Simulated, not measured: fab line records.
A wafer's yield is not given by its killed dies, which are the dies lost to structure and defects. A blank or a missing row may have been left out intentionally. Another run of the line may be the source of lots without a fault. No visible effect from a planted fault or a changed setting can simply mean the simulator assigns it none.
8D (eight disciplines) problem report, filled in by code || flow sky130 || the parts of the form that need people (team, actions taken, sign-off) are left out

== 1. WHAT IS WRONG ==
Wafers without a fault read 2999.9 rpm, standard deviation 2.1; spin_speed_rpm at SKY_LDD_P_COAT_02 reads a mean of 3406.5 rpm on 6 wafers belonging to 2 lots. So: +99 or more standard deviations from the usual mean.
The step: resist thk 1140 nm.
First seen on wafer L443.3, day 22 18:31, on litho_track-04. Wafers with a number at this step in the record: 33, from 11 lots. Rule for "out" (also "out of limits"): further than 4 standard deviations from the usual mean. All remaining wafers that have a number are taken as sound.

== 2. WHAT IT IS AND WHAT IT IS NOT ==
{"question": "which readings at this step", "is": "spin_speed_rpm", "is not": "-"}
{"question": "which lots", "is": "L443, L445", "is not": "L435, L437, L439, L446, L450, L451, L454, L455, L456"}
{"question": "which wafers of those lots", "is": "all that have a number", "is not": "-"}
{"question": "read on which tools", "is": "litho_track-04", "is not": "litho_track-01, litho_track-02"}
{"question": "when", "is": "from day 22 18:31", "is not": "up to then (9 sound wafers); but 18 sound wafers of L446, L450, L451, L454, L455, L456 came after"}

== 3. WHAT RULES OUT EACH SUSPECT ==
Counting: a tool at a process step up to the reading stays a suspect if it ran every lot that is out and no sound lot after the first of them.
- rie_diel-03 at SKY_SONOS_ONO_ETCH_15 (etches the open film in CHF3/O2, target depth 19.52 nm, time 7.8 s): ruled out as a lasting fault. Following L443 (day 16 12:32), the first lot on it that is out, the sound lots L446, L450, L451 were run on it.
- litho_track-04 at SKY_LDD_P_COAT_02 (resist thk 1140 nm): ruled out as a lasting fault. Following L443 (day 22 18:31), the first lot on it that is out, the sound lots L456 were run on it.
Left after counting: nothing in the record.

== 4. THE CAUSE (what the simulator had put in) ==
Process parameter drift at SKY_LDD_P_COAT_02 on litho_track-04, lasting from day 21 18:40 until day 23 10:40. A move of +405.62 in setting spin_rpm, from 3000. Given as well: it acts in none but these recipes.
Counting ruled it out, wrongly.

== 5. THE EFFECT CHAIN, in route order ==
Rows list readings where the struck wafers' mean (over those with a number) sits beyond 3 standard deviations from the usual. Readings are gone through only where the record gives a usual standard deviation; hours: the median, over the lots, of the time from a lot's start at the first step in this table giving one to that lot's start at this step; sigmas: the change measured in usual standard deviations.
{"hours": 0, "step": "SKY_LDD_P_COAT_02", "reading": "spin_speed_rpm", "usual": "2999.9 rpm", "on struck wafers": 3406.5, "change": "+406.6", "sigmas": "+99 or more"}
{"hours": 15, "step": "SKY_LDD_P_STRIP_10", "reading": "strip_time_to_endpoint_s", "usual": "14.17 s", "on struck wafers": 13.34, "change": -0.83, "sigmas": -25}
It contains these process steps:
- SKY_LDD_P_COAT_02: resist thk 1140 nm.
- SKY_LDD_P_STRIP_10: strips in O2/N2.
Later measuring or inspecting steps at which every struck wafer that the step has a row for has a number for every such reading, and none has moved that far: SKY_LDD_P_CD_MEAS_07.

== 6. HOW IT WOULD HAVE BEEN CAUGHT EARLIER ==
24 hours passed between the start of the fault at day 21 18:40 and the first reading out of limits in this record, taken at day 22 18:31.
